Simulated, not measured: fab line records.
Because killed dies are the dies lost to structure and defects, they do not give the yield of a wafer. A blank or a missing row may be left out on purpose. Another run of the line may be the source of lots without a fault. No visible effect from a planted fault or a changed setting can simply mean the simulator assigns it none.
fab line records	flow gf180mcu	part 1 of 2: steps 1 to 28 of 40
record lots=5	wafers=15	last-day=32
route steps=602 shown V1@360 M2@362 V2@382
lots that met no fault: from a run of the same line without faults
start-h: the number of hours between the record's first day and the start of the first shown wafer of the lot	wait-h: hours from the lot's prior step to this one	" repeats the value in the row above	L1.1+2: several wafers, shown together as one row	- no value, or no start was given	* or withheld: withheld	< > ~ a bound
route shown NAME@n: a module of which the file shows steps, and the number in the route of the first	usual: mean/standard deviation of fault-free wafers	same: alike in all rows	chamber/n: place in a boat	sites: per-site readings	_std_site: the standard deviation of these	_edge_site: outer sites' mean less inner sites'	radius-mm: for every site, how far away it sits from the centre of the wafer	mask NAME#n: copy n	behind: the most recent tool/chamber to have shaped the wafer	hold: what put the lot on hold/how long, in hours/how the hold closed	device: which transistor (n, p or np) failed to switch	end of line: tests of these same wafers at the route's end	a step without rows: its recipe alone	killed: dies lost to structure and defects at the first sort, not the wafer's yield	map: dies across one wafer; x = killed, . = not, _ = none there
set.NAME: setting as actually run; set.NAME@STEP: the setting as run at that earlier step	model.NAME: the simulator's own value behind a step, which no gauge read
certain route steps with their lots: each step a table, each wafer a row
services: a tool's chamber out of use, with start hour (start-h, from the record's first day; less than 0 if before it), hours out, and reason
## steps
# step GF_V1_THK_MEAS_25
# recipe thk-meas-gauge=xrf	reads=W_of_V1_CVD_23
# usual V1_W_THK=356/5.5
lot.wafer	tool	chamber	start-h	wait-h	V1_W_THK[nm]
L075.1	film-metro-02	-	419.19	0.1	356
L075.2	"	-	"	"	359
L075.6	"	-	"	"	360
L078.2	film-metro-03	-	448.65	0.1	353
L078.4	"	-	"	"	352
L078.6	"	-	"	"	347
L079.1	film-metro-01	-	454.38	0.1	357
L079.5	"	-	"	"	360
L079.6	"	-	"	"	360
L084.4	film-metro-01	-	500.78	0.1	353
L084.5	"	-	"	"	364
L084.6	"	-	"	"	353
L087.1	film-metro-02	-	524.71	0.1	352
L087.3	"	-	"	"	347
L087.5	"	-	"	"	349
# step GF_V1_CMP_26
# recipe stop-on=SiO2	down-force-psi=3.5	platen-rpm=60	t-overpolish-s=15	target-thk-nm=0	pad-velocity-m-s=0.94248
# usual motor-current-A=11.7/0.9	overpolish-run-s=15.000/0.0085	time-to-endpoint-s=83/3.1
lot.wafer	tool	chamber	start-h	wait-h	motor-current-A	overpolish-run-s	time-to-endpoint-s
L075.2	cmp-02	1	419.30	0.1	10.5	15.008	91
L075.1	"	2	"	"	11.8	14.998	85
L075.6	"	1	"	"	10.2	15.003	86
L078.2	cmp-02	0	448.75	0.1	10.8	15.009	78
L078.4	"	2	"	"	10.8	14.999	80
L078.6	"	0	"	"	11.0	14.994	78
L079.1	cmp-01	3	454.54	0.1	12.3	15.010	86
L079.6	"	1	"	"	13.2	14.994	82
L079.5	"	2	"	"	12.8	14.992	85
L084.4	cmp-01	3	500.81	0.0	11.8	14.989	83
L084.6	"	3	"	"	12.6	14.998	83
L084.5	"	0	"	"	11.2	15.004	84
L087.3	cmp-01	2	524.82	0.1	12.2	14.997	86
L087.1	"	3	"	"	12.2	14.986	90
L087.5	"	1	"	"	13.3	15.005	82
# step GF_M2_SPUTTER_00
# recipe material=Ti	target-thk-nm=37.5	arriving-ion-energy-ev=80	substrate-temp-c=200	chamber-pressure-pa=2	power-w=4000	time-s=150
# usual throttle-valve-pct=29.9/1
lot.wafer	tool	chamber	start-h	wait-h	throttle-valve-pct
L075.1	pvd-sputter-02	-	419.55	0.1	28.7
L075.2	"	-	"	"	30.2
L075.6	"	-	"	"	29.2
L078.2	pvd-sputter-02	-	449.00	0.2	30.8
L078.4	"	-	"	"	30.2
L078.6	"	-	"	"	28.8
L079.1	pvd-sputter-04	-	454.74	0.1	29.6
L079.5	"	-	"	"	29.4
L079.6	"	-	"	"	28.9
L084.4	pvd-sputter-02	-	501.11	0.2	28.8
L084.5	"	-	"	"	28.6
L084.6	"	-	"	"	30.2
L087.1	pvd-sputter-03	-	525.07	0.1	31.8
L087.3	"	-	"	"	29.9
L087.5	"	-	"	"	29.9
# step GF_M2_SPUTTER_01
# recipe material=TiN	target-thk-nm=30	power-w=6500	time-s=25	chamber-pressure-pa=0.4
# usual throttle-valve-pct=29.9/1
lot.wafer	tool	chamber	start-h	wait-h	throttle-valve-pct
L075.1	pvd-sputter-02	-	419.65	0.1	28.3
L075.2	"	-	"	"	30.4
L075.6	"	-	"	"	28.9
L078.2	pvd-sputter-02	-	449.10	0.1	30.5
L078.4	"	-	"	"	30.2
L078.6	"	-	"	"	29.3
L079.1	pvd-sputter-04	-	454.84	0.1	29.2
L079.5	"	-	"	"	29.6
L079.6	"	-	"	"	29.2
L084.4	pvd-sputter-02	-	501.21	0.1	29.1
L084.5	"	-	"	"	29.0
L084.6	"	-	"	"	30.4
L087.1	pvd-sputter-03	-	525.17	0.1	31.8
L087.3	"	-	"	"	30.2
L087.5	"	-	"	"	30.1
# step GF_M2_SPUTTER_02
# recipe material=AlCu	target-thk-nm=450	power-w=10600	time-s=23.9	chamber-pressure-pa=0.4
# usual throttle-valve-pct=29.9/1
lot.wafer	tool	chamber	start-h	wait-h	throttle-valve-pct
L075.1	pvd-sputter-02	-	419.68	0.0	28.3
L075.2	"	-	"	"	30.3
L075.6	"	-	"	"	29.1
L078.2	pvd-sputter-02	-	449.13	0.0	30.8
L078.4	"	-	"	"	30.4
L078.6	"	-	"	"	29.0
L079.1	pvd-sputter-04	-	454.88	0.0	29.3
L079.5	"	-	"	"	29.4
L079.6	"	-	"	"	29.0
L084.4	pvd-sputter-02	-	501.24	0.0	28.7
L084.5	"	-	"	"	28.9
L084.6	"	-	"	"	30.0
L087.1	pvd-sputter-03	-	525.20	0.0	32.1
L087.3	"	-	"	"	30.2
L087.5	"	-	"	"	30.2
# step GF_M2_SPUTTER_03
# recipe material=Ti	target-thk-nm=10	substrate-temp-c=300	chamber-pressure-pa=0.3	power-w=3000	time-s=6.7
# usual throttle-valve-pct=29.9/1
lot.wafer	tool	chamber	start-h	wait-h	throttle-valve-pct
L075.1	pvd-sputter-02	-	419.71	0.0	28.6
L075.2	"	-	"	"	30.4
L075.6	"	-	"	"	29.0
L078.2	pvd-sputter-02	-	449.16	0.0	30.8
L078.4	"	-	"	"	30.3
L078.6	"	-	"	"	29.1
L079.1	pvd-sputter-04	-	454.91	0.0	29.4
L079.5	"	-	"	"	29.2
L079.6	"	-	"	"	29.1
L084.4	pvd-sputter-02	-	501.27	0.0	28.8
L084.5	"	-	"	"	28.8
L084.6	"	-	"	"	30.4
L087.1	pvd-sputter-03	-	525.23	0.0	31.9
L087.3	"	-	"	"	29.8
L087.5	"	-	"	"	30.0
# step GF_M2_SPUTTER_04
# recipe material=TiN	target-thk-nm=50	power-w=6500	time-s=41.7	chamber-pressure-pa=0.4
# usual throttle-valve-pct=29.9/1
lot.wafer	tool	chamber	start-h	wait-h	throttle-valve-pct
L075.1	pvd-sputter-02	-	419.73	0.0	28.4
L075.2	"	-	"	"	30.1
L075.6	"	-	"	"	28.8
L078.2	pvd-sputter-02	-	449.18	0.0	30.6
L078.4	"	-	"	"	30.2
L078.6	"	-	"	"	28.6
L079.1	pvd-sputter-04	-	454.93	0.0	29.1
L079.5	"	-	"	"	29.3
L079.6	"	-	"	"	29.1
L084.4	pvd-sputter-02	-	501.29	0.0	29.0
L084.5	"	-	"	"	29.0
L084.6	"	-	"	"	30.2
L087.1	pvd-sputter-03	-	525.25	0.0	32.0
L087.3	"	-	"	"	30.3
L087.5	"	-	"	"	30.0
# step GF_M2_RS_MEAS_05
# recipe thk-meas-gauge=four-point-probe	reads=TiN_of_M2_SPUTTER_04+Ti_of_M2_SPUTTER_03+AlCu_of_M2_SPUTTER_02+TiN_of_M2_SPUTTER_01+Ti_of_M2_SPUTTER_00
# usual M2_ALCU_RS=0.0690/0.001
lot.wafer	tool	chamber	start-h	wait-h	M2_ALCU_RS[ohm/sq]
L075.1	film-metro-02	-	419.77	0.0	0.0693
L075.2	"	-	"	"	0.0681
L075.6	"	-	"	"	0.0693
L078.2	film-metro-01	-	449.24	0.0	0.0683
L078.4	"	-	"	"	0.0671
L078.6	"	-	"	"	0.0683
L079.1	film-metro-01	-	454.97	0.0	0.0728
L079.5	"	-	"	"	0.0720
L079.6	"	-	"	"	0.0716
L084.4	film-metro-02	-	501.39	0.1	0.0693
L084.5	"	-	"	"	0.0692
L084.6	"	-	"	"	0.0686
L087.1	film-metro-02	-	525.29	0.0	0.0686
L087.3	"	-	"	"	0.0690
L087.5	"	-	"	"	0.0691
# step GF_M2_THK_MEAS_06
# recipe thk-meas-gauge=xrf	reads=AlCu_of_M2_SPUTTER_02
# usual M2_ALCU_THK=454/6.4
lot.wafer	tool	chamber	start-h	wait-h	M2_ALCU_THK[nm]
L075.1	film-metro-02	-	419.89	0.1	450
L075.2	"	-	"	"	458
L075.6	"	-	"	"	450
L078.2	film-metro-01	-	449.35	0.1	459
L078.4	"	-	"	"	467
L078.6	"	-	"	"	459
L079.1	film-metro-01	-	455.09	0.1	433
L079.5	"	-	"	"	437
L079.6	"	-	"	"	437
L084.4	film-metro-02	-	501.48	0.1	452
L084.5	"	-	"	"	451
L084.6	"	-	"	"	456
L087.1	film-metro-02	-	525.41	0.1	457
L087.3	"	-	"	"	453
L087.5	"	-	"	"	453
# step GF_M2_DEHYDRATE_07
# recipe temp-c=200	time-s=60
lot.wafer	tool	chamber	start-h	wait-h
L075.1+2+6	litho-track-01	0	431.43	11.5
L078.2+4+6	litho-track-03	0	460.85	11.5
L079.1+5+6	litho-track-03	0	466.23	11.1
L084.4+5+6	litho-track-03	0	512.25	10.8
L087.1+3+5	litho-track-03	0	536.22	10.8
# step GF_M2_HMDS_08
# recipe prime-time-s=60	prime-temp-c=120
lot.wafer	tool	chamber	start-h	wait-h
L075.1+2+6	litho-track-01	0	431.58	0.1
L078.2+4+6	litho-track-03	0	461.00	0.1
L079.1+5+6	litho-track-03	0	466.38	0.1
L084.4+5+6	litho-track-03	0	512.40	0.1
L087.1+3+5	litho-track-03	0	536.37	0.1
# step GF_M2_COAT_09
# recipe resist=KrF	spin-rpm=withheld	resist-thk-nm=1000
lot.wafer	tool	chamber	start-h	wait-h
L075.1+2+6	litho-track-01	0	431.73	0.1
L078.2+4+6	litho-track-03	0	461.15	0.1
L079.1+5+6	litho-track-03	0	466.53	0.1
L084.4+5+6	litho-track-03	0	512.55	0.1
L087.1+3+5	litho-track-03	0	536.52	0.1
# step GF_M2_SOFTBAKE_10
# recipe temp-c=130	time-s=60	resist=KrF
lot.wafer	tool	chamber	start-h	wait-h
L075.1+2+6	litho-track-01	0	431.88	0.1
L078.2+4+6	litho-track-03	0	461.30	0.1
L079.1+5+6	litho-track-03	0	466.68	0.1
L084.4+5+6	litho-track-03	0	512.70	0.1
L087.1+3+5	litho-track-03	0	536.67	0.1
# step GF_M2_EXPOSE_11
# recipe mask-id=Metal2	target-cd-nm=280	na=0.68	source-shape=conventional	sigma-outer=0.6	dose-mj=28
# usual exposure-dose-mJ-cm2=27.956/0.028	focus-offset-nm=0.1/0.52	stage-vel-mm-s=500.00/0.25
lot.wafer	tool	chamber	start-h	wait-h	mask	exposure-dose-mJ-cm2	focus-offset-nm	stage-vel-mm-s
L075.1	krf-scanner-02	0	-	-	Metal2#0	27.974	0.4	499.81
L075.2	"	0	"	"	Metal2#0	27.939	1.2	500.03
L075.6	"	0	"	"	Metal2#0	27.936	0.3	499.97
L078.2	krf-scanner-01	0	-	-	Metal2#0	27.973	0.6	500.04
L078.4	"	0	"	"	Metal2#0	27.933	0.5	499.82
L078.6	"	0	"	"	Metal2#0	27.983	0.4	500.53
L079.1	krf-scanner-02	0	-	-	Metal2#0	27.971	-0.2	499.73
L079.5	"	0	"	"	Metal2#0	27.908	-0.3	499.71
L079.6	"	0	"	"	Metal2#0	27.957	0.4	499.81
L084.4	krf-scanner-01	0	-	-	Metal2#0	27.944	-0.2	499.68
L084.5	"	0	"	"	Metal2#0	27.938	0.4	500.15
L084.6	"	0	"	"	Metal2#0	27.932	-0.3	500.04
L087.1	krf-scanner-02	0	-	-	Metal2#0	27.969	-0.7	500.21
L087.3	"	0	"	"	Metal2#0	27.958	-0.2	500.35
L087.5	"	0	"	"	Metal2#0	27.946	-0.2	500.33
# step GF_M2_PEB_12
# recipe peb-temp-c=135	peb-time-s=90	resist=KrF
lot.wafer	tool	chamber	start-h	wait-h
L075.1+2+6	litho-track-03	0	-	-
L078.2+4+6	litho-track-02	0	-	-
L079.1+5+6	litho-track-02	0	-	-
L084.4+5+6	litho-track-03	0	-	-
L087.1+3+5	litho-track-01	0	-	-
# step GF_M2_DEVELOP_13
# recipe develop-time-s=60	dev-temp-c=21
# same develop-time-s=60
lot.wafer	tool	chamber	start-h	wait-h
L075.1+2+6	litho-track-03	0	443.18	0.2
L078.2+4+6	litho-track-02	0	473.70	0.2
L079.1+5+6	litho-track-02	0	478.82	0.2
L084.4+5+6	litho-track-03	0	524.45	0.1
L087.1+3+5	litho-track-01	0	547.68	0.2
# step GF_M2_CD_MEAS_14
# recipe target-cd-nm=280
# usual cd-nm=279.7/1.1
lot.wafer	tool	chamber	start-h	wait-h	cd-nm
L075.1	cd-sem-02	-	443.33	0.1	279.9
L075.2	"	-	"	"	279.5
L075.6	"	-	"	"	279.6
L078.2	cd-sem-01	-	473.84	0.1	280.6
L078.4	"	-	"	"	279.9
L078.6	"	-	"	"	279.5
L079.1	cd-sem-02	-	478.97	0.1	278.8
L079.5	"	-	"	"	278.7
L079.6	"	-	"	"	278.7
L084.4	cd-sem-02	-	524.58	0.1	280.9
L084.5	"	-	"	"	280.1
L084.6	"	-	"	"	280.2
L087.1	cd-sem-02	-	547.83	0.1	280.6
L087.3	"	-	"	"	278.9
L087.5	"	-	"	"	280.3
# step GF_M2_OVL_MEAS_15
# usual M2_OVL=-1/5.7
lot.wafer	tool	chamber	start-h	wait-h	M2_OVL[nm]
L075.1	overlay-02	-	443.45	0.1	-4
L075.2	"	-	"	"	-7
L075.6	"	-	"	"	-2
L078.2	overlay-01	-	473.95	0.1	2
L078.4	"	-	"	"	-4
L078.6	"	-	"	"	1
L079.1	overlay-02	-	479.09	0.1	-3
L079.5	"	-	"	"	-2
L079.6	"	-	"	"	-5
L084.4	overlay-01	-	524.66	0.1	0
L084.5	"	-	"	"	1
L084.6	"	-	"	"	0
L087.1	overlay-01	-	547.95	0.1	1
L087.3	"	-	"	"	-11
L087.5	"	-	"	"	-7
# step GF_M2_METAL_ETCH_16
# recipe chemistry=Cl2/BCl3	mask-material=KrF	target-depth-nm=750.8	stop-on=SiO2	pressure-mtorr=8	icp-w=800	bias-w=140	Cl2_flow_sccm=80	bcl3-flow-sccm=40	time-s=125.1
# usual drypump-motor-current-A=5.6/0.61	he-backside-leak-sccm=3.23/0.25	mfc-cl2-sccm=80.06/0.23	oes-product-au=0.991/0.0054	throttle-valve-pct=28.228/0.0094
lot.wafer	tool	chamber	start-h	wait-h	drypump-motor-current-A	he-backside-leak-sccm	mfc-cl2-sccm	oes-product-au	rf-hours-counter-h	throttle-valve-pct
L075.1	rie-metal-02	1	443.48	0.0	5.9	3.44	80.39	0.995	8	28.227
L075.2	"	0	"	"	5.1	3.30	79.80	0.991	2	28.231
L075.6	"	1	"	"	5.9	3.32	80.27	0.999	-	28.228
L078.2	rie-metal-01	1	473.98	0.0	6.5	3.26	79.82	1.002	9	28.221
L078.4	"	1	"	"	6.5	3.12	79.67	0.984	-	28.237
L078.6	"	1	"	"	6.6	3.21	79.91	0.984	-	28.234
L079.1	rie-metal-02	1	479.13	0.0	5.9	3.46	80.39	0.992	9	28.224
L079.5	"	0	"	"	5.1	3.46	79.99	0.987	-	28.230
L079.6	"	1	"	"	5.9	3.25	80.35	0.998	-	28.231
L084.4	rie-metal-01	0	524.72	0.1	5.3	3.35	80.01	0.981	-	28.244
L084.5	"	0	"	"	5.3	3.33	80.21	0.992	-	28.232
L084.6	"	1	"	"	6.6	3.01	80.05	0.993	-	28.230
L087.1	rie-metal-01	1	547.99	0.0	6.6	3.15	79.62	0.982	11	28.229
L087.3	"	0	"	"	5.3	3.40	80.22	0.993	-	28.219
L087.5	"	1	"	"	6.5	3.23	80.41	0.985	-	28.215
# step GF_M2_STRIP_17
# recipe chemistry=O2/N2	power-w=1400	pressure-mtorr=1500	platen-temp-c=250	o2-flow-sccm=3000	n2-flow-sccm=300	overash-fraction=0.5
# usual drypump-motor-current-A=5.8/0.41	heater-power-w=326/28	oes-product-au=0.537/0.005	strip-time-to-endpoint-s=7.39/0.046
lot.wafer	tool	chamber	start-h	wait-h	drypump-motor-current-A	heater-power-w	oes-product-au	rf-hours-counter-h	strip-time-to-endpoint-s
L075.1	plasma-asher-02	1	443.61	0.1	5.3	325	0.543	79	7.33
L075.2	"	0	"	"	6.4	330	0.531	79	7.40
L075.6	"	0	"	"	6.5	334	0.538	-	7.32
L078.2	plasma-asher-03	1	474.11	0.1	6.2	353	0.535	34	7.38
L078.4	"	1	"	"	6.2	354	0.536	-	7.42
L078.6	"	0	"	"	6.0	266	0.528	-	7.41
L079.1	plasma-asher-01	0	479.26	0.1	5.5	352	0.532	75	7.34
L079.5	"	1	"	"	5.8	319	0.538	-	7.37
L079.6	"	0	"	"	5.5	355	0.537	-	7.33
L084.4	plasma-asher-03	0	524.84	0.1	6.0	257	0.539	-	7.45
L084.5	"	1	"	"	6.2	348	0.543	-	7.43
L084.6	"	0	"	"	5.9	263	0.533	-	7.40
L087.1	plasma-asher-01	1	548.12	0.1	5.8	320	0.540	81	7.42
L087.3	"	1	"	"	5.8	320	0.536	-	7.45
L087.5	"	0	"	"	5.5	350	0.536	-	7.44
# step GF_M2_STRIP_18
# recipe chemistry=post-etch-residue-remover	time-s=1200	temp-c=72.5
# usual temp-c=72.49/0.13
lot.wafer	tool	chamber	start-h	wait-h	temp-c
L075.1	wet-bench-03	1	443.71	0.1	72.43
L075.2	"	1	"	"	72.58
L075.6	"	1	"	"	72.30
L078.2	wet-bench-04	3	474.21	0.1	72.62
L078.4	"	3	"	"	72.66
L078.6	"	3	"	"	72.46
L079.1	wet-bench-01	3	479.36	0.1	72.40
L079.5	"	3	"	"	72.43
L079.6	"	3	"	"	72.39
L084.4	wet-bench-01	2	524.91	0.0	72.54
L084.5	"	2	"	"	72.54
L084.6	"	2	"	"	72.40
L087.1	wet-bench-01	1	548.22	0.1	72.19
L087.3	"	1	"	"	72.36
L087.5	"	1	"	"	72.34
# step GF_M2_CLEAN_19
# recipe chemistry=DIW	dry=n2-spin
lot.wafer	tool	chamber	start-h	wait-h
L075.1+2+6	wet-bench-04	0	444.08	0.0
L078.2+4+6	wet-bench-03	3	474.55	0.0
L079.1+5+6	wet-bench-04	1	479.70	0.0
L084.4+5+6	wet-bench-04	1	525.25	0.0
L087.1+3+5	wet-bench-03	0	548.56	0.0
# step GF_V2_CVD_00
# recipe material=SiO2	target-thk-nm=600	sigma-open-frac=0.3	temp-c=400	time-s=100	sih4-flow-sccm=60	pressure-mtorr=6
lot.wafer	tool	chamber	start-h	wait-h
L075.1+2+6	hdpcvd-01	0,2,1	444.18	0.0
L078.2+4+6	hdpcvd-01	2,1,0	474.64	0.0
L079.1+5+6	hdpcvd-01	1,2,0	479.88	0.0
L084.4+5+6	hdpcvd-01	1,0,2	525.39	0.0
L087.1+3+5	hdpcvd-02	1,2,0	548.65	0.0
# step GF_V2_THK_MEAS_01
# recipe reads=SiO2_of_V2_CVD_00
# usual V2_CVD_00_THK=597/8.3
lot.wafer	tool	chamber	start-h	wait-h	V2_CVD_00_THK[nm]
L075.1	film-metro-02	-	444.26	0.0	602
L075.2	"	-	"	"	601
L075.6	"	-	"	"	591
L078.2	film-metro-03	-	474.72	0.0	595
L078.4	"	-	"	"	591
L078.6	"	-	"	"	600
L079.1	film-metro-03	-	479.95	0.0	591
L079.5	"	-	"	"	605
L079.6	"	-	"	"	609
L084.4	film-metro-03	-	525.45	0.0	595
L084.5	"	-	"	"	594
L084.6	"	-	"	"	599
L087.1	film-metro-03	-	548.72	0.0	606
L087.3	"	-	"	"	603
L087.5	"	-	"	"	600
# step GF_V2_CVD_02
# recipe material=SiO2	target-thk-nm=850	precursor=TEOS	temp-c=400	time-s=94.851	rf-w=600
# usual heater-power-w=644/90
lot.wafer	tool	chamber	start-h	wait-h	heater-power-w
L075.1	pecvd-03	2	444.32	0.1	593
L075.2	"	1	"	"	564
L075.6	"	0	"	"	743
L078.2	pecvd-01	1	474.77	0.0	666
L078.4	"	0	"	"	613
L078.6	"	2	"	"	804
L079.1	pecvd-02	1	480.01	0.1	570
L079.5	"	2	"	"	755
L079.6	"	1	"	"	611
L084.4	pecvd-02	1	525.52	0.1	605
L084.5	"	0	"	"	538
L084.6	"	2	"	"	634
L087.1	pecvd-02	0	548.78	0.1	607
L087.3	"	2	"	"	627
L087.5	"	1	"	"	620
# step GF_V2_THK_MEAS_03
# recipe reads=SiO2_of_V2_CVD_02
# usual V2_CVD_02_THK=850/12
lot.wafer	tool	chamber	start-h	wait-h	V2_CVD_02_THK[nm]
L075.1	film-metro-03	-	444.39	0.0	843
L075.2	"	-	"	"	844
L075.6	"	-	"	"	855
L078.2	film-metro-04	-	474.85	0.0	862
L078.4	"	-	"	"	865
L078.6	"	-	"	"	863
L079.1	film-metro-02	-	480.08	0.0	842
L079.5	"	-	"	"	863
L079.6	"	-	"	"	866
L084.4	film-metro-02	-	525.58	0.0	856
L084.5	"	-	"	"	847
L084.6	"	-	"	"	845
L087.1	film-metro-02	-	548.85	0.0	826
L087.3	"	-	"	"	834
L087.5	"	-	"	"	860
# step GF_V2_CMP_04
# recipe material=SiO2	down-force-psi=4	platen-rpm=60	pad-velocity-m-s=0.94248
# usual motor-current-A=12.4/0.92	time-to-endpoint-s=78/5.4
lot.wafer	tool	chamber	start-h	wait-h	motor-current-A	time-to-endpoint-s
L075.1	cmp-02	3	444.45	0.1	11.7	76
L075.2	"	2	"	"	12.3	71
L075.6	"	3	"	"	11.6	76
L078.4	cmp-01	1	474.90	0.0	13.6	85
L078.2	"	0	"	"	12.2	86
L078.6	"	2	"	"	14.0	86
L079.1	cmp-02	3	480.14	0.1	11.1	75
L079.5	"	3	"	"	11.7	85
L079.6	"	0	"	"	11.4	82
L084.4	cmp-02	0	525.66	0.1	11.8	83
L084.5	"	3	"	"	11.6	79
L084.6	"	0	"	"	12.2	76
L087.3	cmp-02	2	548.91	0.0	12.7	71
L087.1	"	1	"	"	12.1	71
L087.5	"	3	"	"	11.8	78
# step GF_V2_BOW_MEAS_05
# recipe mode=bow
# usual V2_BOW=98/8.6
lot.wafer	tool	chamber	start-h	wait-h	V2_BOW[um]
L075.1	film-metro-04	-	444.75	0.2	109
L075.2	"	-	"	"	94
L075.6	"	-	"	"	94
L078.2	film-metro-03	-	475.22	0.1	106
L078.4	"	-	"	"	109
L078.6	"	-	"	"	104
L079.1	film-metro-03	-	480.44	0.2	102
L079.5	"	-	"	"	103
L079.6	"	-	"	"	104
L084.4	film-metro-04	-	525.97	0.3	100
L084.5	"	-	"	"	106
L084.6	"	-	"	"	98
L087.1	film-metro-03	-	549.21	0.1	89
L087.3	"	-	"	"	98
L087.5	"	-	"	"	90
